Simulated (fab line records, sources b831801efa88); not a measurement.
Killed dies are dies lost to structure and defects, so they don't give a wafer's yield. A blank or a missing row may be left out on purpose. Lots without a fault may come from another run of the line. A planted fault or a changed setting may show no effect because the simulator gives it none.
One fault seen from 2 desks | flow gf180mcu | each desk has only its own numbers; what lay behind them comes last

THE TOOL OWNER'S DESK: implanter-01
The tool's own readings at GF_MVPSD_IMPLANT_09: means of the sampled wafers that have a number, for each lot that ran on this tool. A lot is out of limits, marked OUT, if its mean lies more than 4 standard deviations from the usual mean; the brackets give that distance.
Columns: A = dose_ions_cm2 at GF_MVPSD_IMPLANT_09, usual 5e+12; B = faraday_current_uA at GF_MVPSD_IMPLANT_09, usual 28.3
lot  | first seen here | A                       | B
L819 | day 4 23:59     | 5e+12                   | 28.3
L820 | day 5 06:11     | 5e+12                   | 28.3
L821 | day 5 12:32     | 5e+12                   | 28.3
L822 | day 5 19:15     | 5e+12                   | 28.4
L834 | day 8 18:47     | 8e+12 (+99 or more) OUT | 44.5 (+29) OUT
L841 | day 10 13:09    | 8e+12 (+99 or more) OUT | 44.6 (+30) OUT
This desk's finding: out of limits on L834, L841; first on L834, day 8 18:47 (dose_ions_cm2 at GF_MVPSD_IMPLANT_09). In limits: L819, L820, L821, L822.

THE METROLOGY DESK
What the gauges read, lot by lot, whatever tool the lot ran on: means of the sampled wafers that have a number. A lot is out of limits, marked OUT, if its mean lies more than 4 standard deviations from the usual mean; the brackets give that distance.
Columns: A = STI_OXIDATION_THK at GF_STI_THK_MEAS_02, usual 9.98 nm; B = MVPSD_TW at GF_MVPSD_TW_MEAS_11, usual 552; C = MVPSD_RS at GF_VT_IMPLANT_RS_MEAS_49, usual 1167.8 ohm/sq; D = SAB_CVD_00_THK at GF_SAB_THK_MEAS_01, usual 50.3 nm
lot  | first seen here | A     | B              | C                | D
L819 | day 1 12:07     | 10.11 | 551            | 1164.2           | 50.0
L820 | day 1 16:31     | 9.84  | 547            | 1172.1           | 49.9
L821 | day 1 21:31     | 9.84  | 549            | 1167.5           | 51.0
L822 | day 2 02:31     | 9.96  | 548            | 1166.4           | 50.4
L823 | day 2 07:31     | 9.76  | 554            | 1167.2           | 50.5
L829 | day 3 15:46     | 9.83  | 547            | 1167.0           | 50.3
L831 | day 3 23:32     | 10.04 | 549            | 1167.3           | 50.5
L834 | day 4 14:55     | 10.19 | 568 (+4.4) OUT | 1062.0 (-41) OUT | 51.2
L835 | day 4 19:31     | 9.79  | 557            | 1167.9           | 49.6
L838 | day 5 10:31     | 9.95  | 548            | 1163.6           | 49.9
L841 | day 6 01:34     | 9.61  | 565            | 1062.2 (-41) OUT | 50.9
L842 | day 6 06:31     | 9.99  | 553            | 1166.4           | 50.5
This desk's finding: out of limits on L834, L841; first on L834, day 8 19:02 (MVPSD_TW at GF_MVPSD_TW_MEAS_11). In limits: L819, L820, L821, L822, L823, L829, L831, L835, L838, L842.

PUT TOGETHER
The tool owner's desk could have raised an alarm at day 8 18:47, on L834, L841.
The metrology desk could have raised an alarm at day 8 19:02, on L834, L841.
Of the lots named, all ran GF_MVPSD_IMPLANT_09 on implanter-01.

WHAT THE SIMULATOR HAD PUT IN
Process parameter drift: implanter-01, from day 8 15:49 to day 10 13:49, at GF_MVPSD_IMPLANT_09. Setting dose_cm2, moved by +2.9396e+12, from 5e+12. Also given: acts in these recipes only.
Lots struck among those shown: L834, L841.
Hours from the fault's start to each desk's first reading out of limits: the tool owner's desk, 3; the metrology desk, 3.
